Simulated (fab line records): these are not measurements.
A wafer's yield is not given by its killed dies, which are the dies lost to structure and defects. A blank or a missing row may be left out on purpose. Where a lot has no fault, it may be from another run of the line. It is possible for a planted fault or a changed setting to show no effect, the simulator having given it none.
Chamber matching	flow sky130	4 sister chambers for SKY_CONTACT_CMP_04 on cmp-01
The step polishes SiO2. 18 wafers are shown with their chamber, then 9 later ones without.

EACH WAFER AND ITS CHAMBER
wafer	chamber	motor_current_A (A)	time_to_endpoint_s (s)
L130.1	0	14.3	83
L130.2	1	11.6	76
L130.6	3	13.1	83
L136.2	3	13.9	88
L136.3	2	12.1	86
L136.4	0	14.8	89
L137.1	0	13.7	85
L137.2	2	12.3	83
L137.5	1	11.0	83
L139.1	3	13.6	88
L139.4	2	11.9	83
L139.5	1	11.3	81
L142.1	0	14.5	82
L142.3	2	11.6	76
L142.6	3	13.4	79
L143.1	1	11.6	81
L143.3	2	10.8	77
L143.5	3	13.7	80

SIGNATURES, as means of the wafers listed above
reading	chamber 0	chamber 1	chamber 2	chamber 3	scatter within a chamber
motor_current_A	14.325	11.375	11.740	13.540	0.434
time_to_endpoint_s	84.75	80.25	81.00	83.60	3.81
Rule: for a wafer and a chamber, the distance is found by dividing, reading by reading, the gap between the wafer's reading and the chamber's mean by the reading's scatter, squaring, summing and taking the root. If the next closest chamber is less than 2 further off than the closest, the wafer can't be placed; otherwise it belongs to the closest. The scatter: take each reading less its chamber's mean, square it, sum over the shown wafers, divide by the number of wafers less the number of chambers, and take the root.

WAFERS WITH NO CHAMBER GIVEN
wafer	motor_current_A (A)	time_to_endpoint_s (s)
L144.1	10.8	80
L144.4	14.6	80
L144.5	14.5	85
L145.1	13.2	80
L145.3	11.7	83
L145.6	11.4	88
L146.3	14.8	83
L148.2	14.7	83
L148.6	12.0	81

EACH ONE'S CHAMBER
wafer	from the rows above	in truth
L144.1	can't be placed: 1 or 2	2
L144.4	can't be placed: 0 or 3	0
L144.5	can't be placed: 0 or 3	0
L145.1	can't be placed: 3 or 0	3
L145.3	can't be placed: 2 or 1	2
L145.6	can't be placed: 2 or 1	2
L146.3	can't be placed: 0 or 3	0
L148.2	can't be placed: 0 or 3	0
L148.6	can't be placed: 2 or 1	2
0 of 9 placed correctly. These rows do not allow placing 9 (true chamber among the candidates in 9). Number placed wrongly: 0.
